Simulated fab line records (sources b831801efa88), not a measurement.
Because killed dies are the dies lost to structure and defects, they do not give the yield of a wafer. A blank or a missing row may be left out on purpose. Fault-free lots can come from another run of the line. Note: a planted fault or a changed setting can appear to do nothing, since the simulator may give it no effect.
Code-filled problem report in 8D (eight disciplines) form -- flow sky130 -- the parts of the form that need people (team, actions taken, sign-off) are left out

== 1. THE ISSUE ==
Mean of killed at front end at SKY_PAD_OPEN_PROBE_99: 418 across 6 wafers in 2 lots; on wafers with no fault it is 16 (standard deviation 3.9). So: +99 or more standard deviations from the usual mean.
First observed at day 50 02:57: wafer L134.1, on prober-01. Wafers with a number at this step in the record: 39, from 13 lots. The rule behind "out" and "out of limits": a value lying over 4 standard deviations away from the usual mean. The other wafers with a number count as sound.

== 2. WHAT THIS IS AND IS NOT ==
question,is,is not
which readings at this step,"killed at front end, killed dies, killed on rim","killed_at_M0_to_M3, killed_at_M4_up, killed at contacts, killed at other, killed open, killed short"
which lots,"L134, L135","L117, L119, L120, L121, L123, L124, L130, L133, L137, L138, L139"
which wafers of those lots,all that have a number,-
read on which tools,"prober-01, prober-02",-
when,from day 50 02:57,"up to then (24 sound wafers); but 9 sound wafers of L137, L138, L139 came after"

== 3. THE SUSPECTS, EACH WITH WHAT RULES IT OUT ==
Counting: any tool at a process step up to the reading is kept as a suspect provided that every lot that is out went through it and no sound lot did after the first of them.
- plasma asher-04 at SKY_FIELD_ISO_STRIP_16 (strips in O2/N2): ruled out as a lasting fault. Sound lots L138 ran on it after its first lot that is out, L134 (day 6 05:55).
- rie si-01 at SKY_FIELD_ISO_ETCH_17 (etches Si in HBr/Cl2/O2, target depth 342 nm, time 97.7 s): ruled out as a lasting fault. Sound lots L138 ran on it after its first lot that is out, L134 (day 6 06:01).
Left after counting: nothing in the record.

== 4. THE CAUSE (what the simulator had put in) ==
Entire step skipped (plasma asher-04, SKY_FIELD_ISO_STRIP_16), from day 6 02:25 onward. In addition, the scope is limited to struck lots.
Counting ruled it out, wrongly: the rule takes a fault to strike every lot that its tool runs from its start on, and this one did not.

== 5. THE CHAIN OF EFFECTS, in route order ==
Rows list readings where the struck wafers' mean (over those with a number) sits beyond 3 standard deviations from the usual. Only readings for which the record gives a usual standard deviation are gone through. hours: the time from each lot's start at the first step in this table that gives one to its start at this step, as a median over the lots. sigmas: the change in usual standard deviations.
hours,step,reading,usual,on struck wafers,change,sigmas
0,SKY_PAD_OPEN_PROBE_99,killed at front end,16,418,+402,+99 or more
0,SKY_PAD_OPEN_PROBE_99,killed dies,87,492,+405,+43
0,SKY_PAD_OPEN_PROBE_99,killed on rim,17,96,+79,+20
Its process steps:
- SKY_PAD_OPEN_PROBE_99
Readings that are blank on the struck wafers while sound wafers have them: chamber pressure mTorr at SKY_FIELD_ISO_STRIP_16; drypump motor current A at SKY_FIELD_ISO_STRIP_16; n2 flow sccm at SKY_FIELD_ISO_STRIP_16; oes product au at SKY_FIELD_ISO_STRIP_16; strip time to endpoint s at SKY_FIELD_ISO_STRIP_16.

== 6. WHAT WOULD HAVE CAUGHT IT SOONER ==
First out-of-limits reading in this record: day 50 02:57, which is 1057 hours after fault onset at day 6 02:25.
At SKY_FIELD_ISO_STRIP_16 the tool's readings are blank on the struck wafers, where sound wafers have them: an empty tool record is the first sign, and it was there at once.
